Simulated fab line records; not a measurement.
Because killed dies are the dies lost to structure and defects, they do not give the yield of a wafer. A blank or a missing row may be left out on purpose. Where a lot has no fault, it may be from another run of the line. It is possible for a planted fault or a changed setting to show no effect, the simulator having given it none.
Which tool is to blame? -- flow sky130 -- 38 wafers from 13 lots sampled at 3 of the route's 708 steps

WHAT THE GAUGES READ, wafer by wafer
SKY_LI_CONTACT_RS_MEAS_22: measures by four-point-probe. Usual: for LI_CONTACT_W_RS the level is 0.2846 ohm/sq and the standard deviation is 0.0027.
lot,measured,on,LI_CONTACT_W_RS (ohm/sq),flag
L498,day 29 03:19,filmMetro-02,0.2856 0.2820 0.2879,
L499,day 29 09:19,filmMetro-03,0.2857 0.2839 0.2863,
L500,day 29 15:15,filmMetro-04,0.2883 0.2862 0.2874,
L501,day 29 19:21,filmMetro-03,0.2825 0.2866 0.2863,
L503,day 30 22:04,filmMetro-02,0.2879 0.2846 0.2845,
L504,day 31 08:34,filmMetro-02,0.2856 0.2845 0.2815,
L505,day 31 15:41,filmMetro-03,0.2803 0.2797 0.2844,
L506,day 31 19:42,filmMetro-04,0.2840 0.2827 0.2819,
L508,day 32 17:28,filmMetro-03,0.2835 0.2843 0.2826,
L509,day 32 23:56,filmMetro-04,0.2860 0.2817 0.2831,
L511,day 34 02:00,filmMetro-03,0.2778 0.2839 0.2782,
L516,day 35 07:04,filmMetro-03,0.2094 0.2114,OFF
L518,day 35 13:08,filmMetro-04,0.2879 0.2873 0.2117,OFF

SKY_LI_CONTACT_THK_MEAS_23: measures by xrf. Usual: for LI_CONTACT_W_THK the level is 400 nm and the standard deviation is 4.7.
lot,measured,on,LI_CONTACT_W_THK (nm),flag
L498,day 29 03:26,filmMetro-02,398 402 396,
L499,day 29 09:24,filmMetro-03,403 403 403,
L500,day 29 15:22,filmMetro-04,399 403 397,
L501,day 29 19:28,filmMetro-03,408 401 401,
L503,day 30 22:11,filmMetro-02,399 402 405,
L504,day 31 08:41,filmMetro-02,394 396 401,
L505,day 31 15:47,filmMetro-03,404 407 400,
L506,day 31 19:49,filmMetro-04,403 405 406,
L508,day 32 17:35,filmMetro-03,405 402 403,
L509,day 33 00:02,filmMetro-04,405 408 406,
L511,day 34 02:07,filmMetro-03,410 398 406,
L516,day 35 07:09,filmMetro-03,539 531,OFF
L518,day 35 13:16,filmMetro-04,396 398 536,OFF

WHICH TOOL RAN EACH LOT (tool, then ch and the chambers of the sampled wafers, then the start)
lot,SKY_LI_CONTACT_CVD_21
L498,"cvdW-01 ch 0,1, day 29 03:11"
L499,"cvdW-02 ch 0,1, day 29 09:10"
L500,"cvdW-01 ch 0,1, day 29 15:07"
L501,"cvdW-02 ch 0, day 29 19:13"
L503,"cvdW-02 ch 0,1, day 30 21:55"
L504,"cvdW-02 ch 0,1, day 31 08:26"
L505,"cvdW-01 ch 0,1, day 31 15:34"
L506,"cvdW-02 ch 0,1, day 31 19:34"
L508,"cvdW-01 ch 0,1, day 32 17:19"
L509,"cvdW-01 ch 1, day 32 23:47"
L511,"cvdW-01 ch 0,1, day 34 01:52"
L516,"cvdW-02 ch 0, day 35 06:55"
L518,"cvdW-02 ch 1, day 35 12:53"
- SKY_LI_CONTACT_CVD_21: deposits W, target thk 400 nm, time 120.56 s.

WHAT THE TOOLS THEMSELVES READ (means of the sampled wafers that have a number; where no wafer has one, the mark that the record gives instead)
SKY_LI_CONTACT_CVD_21. Usual: chamberPressureTorr 40.01 Torr, standard deviation 0.096; heaterPowerOuterW 485 W, standard deviation 48; heaterPowerW 798 W, standard deviation 75; susceptorTempC 400.00 C, standard deviation 0.22.
lot,tool,chamberPressureTorr (Torr),heaterPowerOuterW (W),heaterPowerW (W),susceptorTempC (C),flag
L498,cvdW-01,40.01,431,719,400.00,
L499,cvdW-02,39.92,518,850,400.02,
L500,cvdW-01,40.05,434,715,399.92,
L501,cvdW-02,39.91,513,850,399.97,
L503,cvdW-02,40.13,531,855,400.14,
L504,cvdW-02,40.14,511,875,399.77,
L505,cvdW-01,40.03,459,764,399.61,
L506,cvdW-02,40.01,522,870,399.87,
L508,cvdW-01,40.03,458,746,400.20,
L509,cvdW-01,39.96,484,792,399.83,
L511,cvdW-01,40.08,431,715,399.84,
L516,cvdW-02,40.03,522,866,399.94,
L518,cvdW-02,40.01,535,859,400.07,

THE ANSWER, worked out from the rows above alone
Rule: a lot counts as off when the mean over its wafers that have a number is more than 3 standard deviations away from the usual mean. Also off: a lot with no number at a reading for which 4 or more lots have one. The other lots that the step has rows for count as sound. The gauges are gone through in route order, then the tools' own readings, and for those a lot's mean is taken as printed above. At the first step where some lot is off, the reading lying furthest off is the one used; lots without a number count as furthest.
Off: L516, L518, at SKY_LI_CONTACT_RS_MEAS_22 (LI_CONTACT_W_RS).
If a tool, at a process step before that reading, ran all the lots that are off and no sound lot after the first of them, it fits. The gauges at SKY_LI_CONTACT_RS_MEAS_22 are tried like those tools. One fits: cvdW-02 at SKY_LI_CONTACT_CVD_21. Its last sound lot is L506 (day 31 19:34), its first lot that is off L516 (day 35 06:55): a fault that began between those two fits.

WHAT WAS PUT IN BY THE SIMULATOR
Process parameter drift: cvdW-02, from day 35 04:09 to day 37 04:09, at SKY_LI_CONTACT_CVD_21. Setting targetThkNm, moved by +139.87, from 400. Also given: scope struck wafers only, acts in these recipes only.
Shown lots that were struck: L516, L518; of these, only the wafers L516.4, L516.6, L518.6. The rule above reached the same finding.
